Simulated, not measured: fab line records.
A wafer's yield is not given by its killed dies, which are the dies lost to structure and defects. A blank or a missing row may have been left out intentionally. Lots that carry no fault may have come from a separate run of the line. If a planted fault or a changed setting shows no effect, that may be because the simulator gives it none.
Which tool is to blame? -- flow gf180mcu -- 18 wafers from 6 lots sampled at 2 of the route's 602 steps

## WHAT EACH GAUGE READ, for each wafer
GF_PSD_RS_MEAS_14: the measuring method here is four-point-probe.
lot,measured,on,NSD_RS (ohm/sq)
L586,day 14 23:08,filmMetro-04,46.15 46.19 46.25
L589,day 15 20:05,filmMetro-04,46.12 46.12 46.33
L592,day 16 15:13,filmMetro-04,42.52 42.68 42.66
L601,day 19 20:25,filmMetro-01,46.14 46.22 46.21
L603,day 20 11:55,filmMetro-04,46.15 46.19 46.05
L606,day 21 13:18,filmMetro-01,46.21 46.15 46.19

## TOOL THAT RAN EACH LOT (tool first, then ch and the chambers of the sampled wafers, then the start)
lot,GF_PSD_RTA_13
L586,"rtpAnneal-01 ch 0, day 14 22:58"
L589,"rtpAnneal-02 ch 0, day 15 20:00"
L592,"rtpAnneal-02 ch 0, day 16 15:07"
L601,"rtpAnneal-01 ch 0, day 19 20:19"
L603,"rtpAnneal-02 ch 0, day 20 11:49"
L606,"rtpAnneal-01 ch 0, day 21 13:13"
- GF_PSD_RTA_13: time 20 s.

## THE ANSWER, worked out from the rows above alone
Rule: usual is defined by the lots themselves. Put in order of their means at a reading, lots are off if they are a third of the lots or fewer, leave a main group of 4 or more, and stand apart from it by a gap of 3 or more times the standard deviation of the main group's means; of several such gaps the widest counts. Not used: any main group whose means are identical at the precision the tables above print for the reading. A lot without any number at a reading at which 4 lots or more have one is off too. Where the step has rows for the other lots, those lots are counted as sound.
Off: L592, seen at GF_PSD_RS_MEAS_14 (NSD_RS). For the main group the mean is 46.18 ohm/sq and the standard deviation 0.024.
If a tool, at a process step before that reading, ran all the lots that are off and no sound lot after the first of them, it fits. Gauges at GF_PSD_RS_MEAS_14: tried the same way as those tools. None of those tried fits.

## WHAT WAS PUT IN BY THE SIMULATOR
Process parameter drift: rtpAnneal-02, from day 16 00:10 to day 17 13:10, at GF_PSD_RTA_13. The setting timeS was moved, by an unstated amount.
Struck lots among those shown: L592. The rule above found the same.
